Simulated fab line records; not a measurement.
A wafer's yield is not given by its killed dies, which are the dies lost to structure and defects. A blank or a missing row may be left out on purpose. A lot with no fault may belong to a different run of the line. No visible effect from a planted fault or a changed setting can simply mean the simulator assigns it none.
8D (eight disciplines) problem report, filled in by code ; flow gf180mcu ; the parts of the form that need people (team, actions taken, sign-off) are left out

== 1. PROBLEM STATEMENT ==
Wafers without a fault read 441.0 nm, standard deviation 1.7; cdNm at GF_TOP_METAL_CD_MEAS_14 reads a mean of 421.8 nm on 2 wafers belonging to 2 lots. Measured from the usual mean, that is -11 standard deviations.
The step: target cd 440 nm.
First seen on wafer L832.3, day 31 23:10, on cdSem-02. The record holds 35 wafers of 12 lots with a number at this step. Rule for "out" (also "out of limits"): further than 4 standard deviations from the usual mean. The rest of the wafers with a number are treated as sound.

== 2. WHAT IT IS, AND WHAT IT ISN'T ==
question;is;is not
which readings at this step;cdNm;-
which lots;L832, L835;L819, L820, L825, L827, L828, L837, L838, L840, L841, L842
which wafers of those lots;L832.3, L835.6;L832.2, L832.5, L835.4
read on which gauges;cdSem-02;cdSem-01
when;from day 31 23:10;"up to then (17 sound wafers); but 16 sound wafers of L835, L837, L838, L840, L841, L842 came after"

== 3. WHAT RULES OUT EACH SUSPECT ==
Counting: if a tool at a process step up to the reading ran every lot that is out, it stays a suspect. Sound lots after the first of them don't rule it out here, since some wafers of a struck lot are sound.
- the gauge at GF_TOP_METAL_CD_MEAS_14: kept. All the wafers that are out were read on cdSem-02, and no step on other tools shows them out.
- rieDiel-01 at GF_V5_ETCH_16 (etches BARC in N2/H2): kept. It processed each lot that is out (first: L832, day 31 05:11); up to then, its last sound lot is L827 (day 29 16:54).
- ilineStepper-01 at GF_TOP_METAL_EXPOSE_11 (exposes mask MetalTop, target cd 440 nm): kept. It processed each lot that is out (first: L832, day 31 15:17); up to then, its last sound lot is L828 (day 30 03:58).
The count leaves rieDiel-01 at GF_V5_ETCH_16, ilineStepper-01 at GF_TOP_METAL_EXPOSE_11, and cdSem-02 at GF_TOP_METAL_CD_MEAS_14.

== 4. THE CAUSE (what the simulator had put in) ==
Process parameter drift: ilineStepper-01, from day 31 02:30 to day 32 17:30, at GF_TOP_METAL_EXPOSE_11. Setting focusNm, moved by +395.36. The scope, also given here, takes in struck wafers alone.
3 suspects survive the count, and this tool is in that group.

== 5. SEQUENCE OF EFFECTS, ordered by route ==
Each row: a reading whose mean over the struck wafers that have a number lies more than 3 standard deviations from the usual. Readings are gone through only where the record gives a usual standard deviation; hours: the median, over the lots, of the time from a lot's start at the first step in this table giving one to that lot's start at this step; sigmas: the change measured in usual standard deviations.
hours;step;reading;usual;on struck wafers;change;sigmas
0;GF_TOP_METAL_CD_MEAS_14;cdNm;441.0 nm;421.8;-19.2;-11

== 6. HOW IT WOULD HAVE BEEN CAUGHT EARLIER ==
The first out-of-limits reading at a measuring or inspecting step in this record came at day 31 23:10, 21 hours after the fault's start at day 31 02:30.
L835, from the lots that are out (2), started GF_TOP_METAL_EXPOSE_11 on ilineStepper-01 later than day 31 23:10. Putting the tool on hold at that point would have spared it.
